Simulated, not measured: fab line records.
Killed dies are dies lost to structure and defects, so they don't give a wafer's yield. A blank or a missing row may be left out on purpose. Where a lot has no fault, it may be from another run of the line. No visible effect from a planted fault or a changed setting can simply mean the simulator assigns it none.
Which tool did it? -- flow sfq-line -- 7 lots with 21 wafers sampled at 2 steps, on a route of 325 steps

WHAT THE GAUGES SHOWED, per wafer
SFQ_M0_OVL_MEAS_906.
lot,measured,on,M0_OVL (nm)
L994,day 8 04:12,overlay-02,-14 -11 -8
L997,day 8 15:00,overlay-01,-6 -1 -3
L101,day 10 04:12,overlay-01,6 5 4
L104,day 10 22:13,overlay-02,0 -9 -1
L106,day 11 09:45,overlay-01,6 6 3
L112,day 13 04:49,overlay-01,-7 -1 3
L114,day 13 16:49,overlay-01,2 -4 -1

WHICH TOOL RAN EACH LOT (tool, then ch and the chambers of the sampled wafers, then the start)
lot,SFQ_TRILAYER_L0_VIA_STRIP_STRIP_017
L994,"rie-metal-01 ch 0, day 5 22:03"
L997,"rie-metal-03 ch 0,1, day 6 10:10"
L101,"rie-metal-03 ch 0, day 7 19:06"
L104,"rie-metal-04 ch 0, day 8 12:06"
L106,"rie-metal-03 ch 0,1, day 8 22:42"
L112,"rie-metal-03 ch 0,1, day 10 09:30"
L114,"rie-metal-01 ch 0,1, day 10 22:54"
- SFQ_TRILAYER_L0_VIA_STRIP_STRIP_017: strips in O2.

THE ANSWER, worked out from the rows above alone
Rule: usual is defined by the lots themselves. The widest of any qualifying gaps counts: lots, ordered by their means at a reading, are off when they make up no more than a third of the lots, leave a main group of 4 or more, and stand apart from it by 3 or more times the standard deviation of that group's means. A main group is skipped when, at the precision printed for the reading in the tables above, its means are all equal. A lot without any number at a reading at which 4 lots or more have one is off too. Where the step has rows for the other lots, those lots are counted as sound.
No lot is off at any reading shown: from this, nothing can be told.

WHAT HAD BEEN PUT IN BY THE SIMULATOR
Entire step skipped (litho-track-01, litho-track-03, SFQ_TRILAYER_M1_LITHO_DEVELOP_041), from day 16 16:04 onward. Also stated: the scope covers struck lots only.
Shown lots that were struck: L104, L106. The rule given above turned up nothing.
